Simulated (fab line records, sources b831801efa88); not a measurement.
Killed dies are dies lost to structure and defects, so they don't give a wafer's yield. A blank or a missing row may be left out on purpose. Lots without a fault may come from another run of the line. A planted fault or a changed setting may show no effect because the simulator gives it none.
One fault seen from 2 desks | flow sky130 | each desk has only its own numbers; what lay behind them comes last

THE TOOL OWNER'S DESK: cvd_w-01
The tool's own readings at SKY_VIA1_CVD_21 (deposits W, target thk 270 nm, time 80.902 s): means of the sampled wafers that have a number, for each lot that ran on this tool. A lot is out of limits, marked OUT, if its mean lies more than 4 standard deviations from the usual mean; the brackets give that distance.
Columns: A = chamber_pressure_Torr at SKY_VIA1_CVD_21, usual 40.01 Torr; B = heater_power_w at SKY_VIA1_CVD_21, usual 950 W
lot  | first seen here | A     | B
L485 | day 34 18:50    | 39.94 | 1092
L490 | day 36 11:07    | 39.99 | 1069
L492 | day 36 16:50    | 40.08 | 1099
L493 | day 37 04:14    | 40.07 | 1096
L494 | day 37 13:22    | 40.01 | 1094
L498 | day 38 14:19    | 40.05 | 1046
This desk's finding: nothing out of limits on any of the 6 lots.

THE METROLOGY DESK
What the gauges read, lot by lot, whatever tool the lot ran on: means of the sampled wafers that have a number. A lot is out of limits, marked OUT, if its mean lies more than 4 standard deviations from the usual mean; the brackets give that distance.
Columns: A = RES_XHIGH_RS at SKY_SD_N_RS_MEAS_18, usual 333.0 ohm/sq; B = CONTACT_CVD_00_THK at SKY_CONTACT_THK_MEAS_01, usual 74.8 nm; C = VIA1_W_RS at SKY_VIA1_RS_MEAS_22, usual 0.428 ohm/sq; D = VIA1_W_THK at SKY_VIA1_THK_MEAS_23, usual 272 nm
lot  | first seen here | A     | B    | C                | D
L485 | day 28 20:24    | 335.6 | 75.1 | 0.427            | 271
L487 | day 29 12:46    | 336.1 | 74.3 | 0.426            | 272
L486 | day 29 13:58    | 334.3 | 75.0 | 0.431            | 267
L490 | day 30 14:10    | 332.1 | 75.2 | 0.426            | 274
L492 | day 30 19:49    | 333.0 | 74.6 | 0.422            | 277
L493 | day 31 07:28    | 334.5 | 74.4 | 0.423            | 274
L494 | day 31 16:56    | 333.5 | 75.0 | 0.388 (-8.8) OUT | 303 (+9.5) OUT
L497 | day 32 14:01    | 332.8 | 75.0 | 0.426            | 272
L498 | day 32 18:02    | 331.6 | 74.3 | 0.372 (-12) OUT  | 318 (+14) OUT
L505 | day 34 18:58    | 333.3 | 74.7 | 0.427            | 276
L506 | day 35 02:04    | 332.9 | 74.4 | 0.426            | 271
This desk's finding: out of limits on L494, L498; first on L494, day 37 13:27 (VIA1_W_RS at SKY_VIA1_RS_MEAS_22). In limits: L485, L487, L486, L490, L492, L493, L497, L505, L506.

PUT TOGETHER
The metrology desk could have raised an alarm at day 37 13:27, on L494, L498.
The tool owner's desk saw nothing out of limits.
The tool owner's desk has L494, L498 on record, within its limits.
Of the lots named, all ran SKY_VIA1_CVD_21 on cvd_w-01.

WHAT THE SIMULATOR HAD PUT IN
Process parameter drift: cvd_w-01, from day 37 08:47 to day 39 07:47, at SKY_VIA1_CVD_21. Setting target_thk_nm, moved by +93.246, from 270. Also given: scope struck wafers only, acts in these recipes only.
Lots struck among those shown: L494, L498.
Hours from the fault's start to each desk's first reading out of limits: the metrology desk, 5.
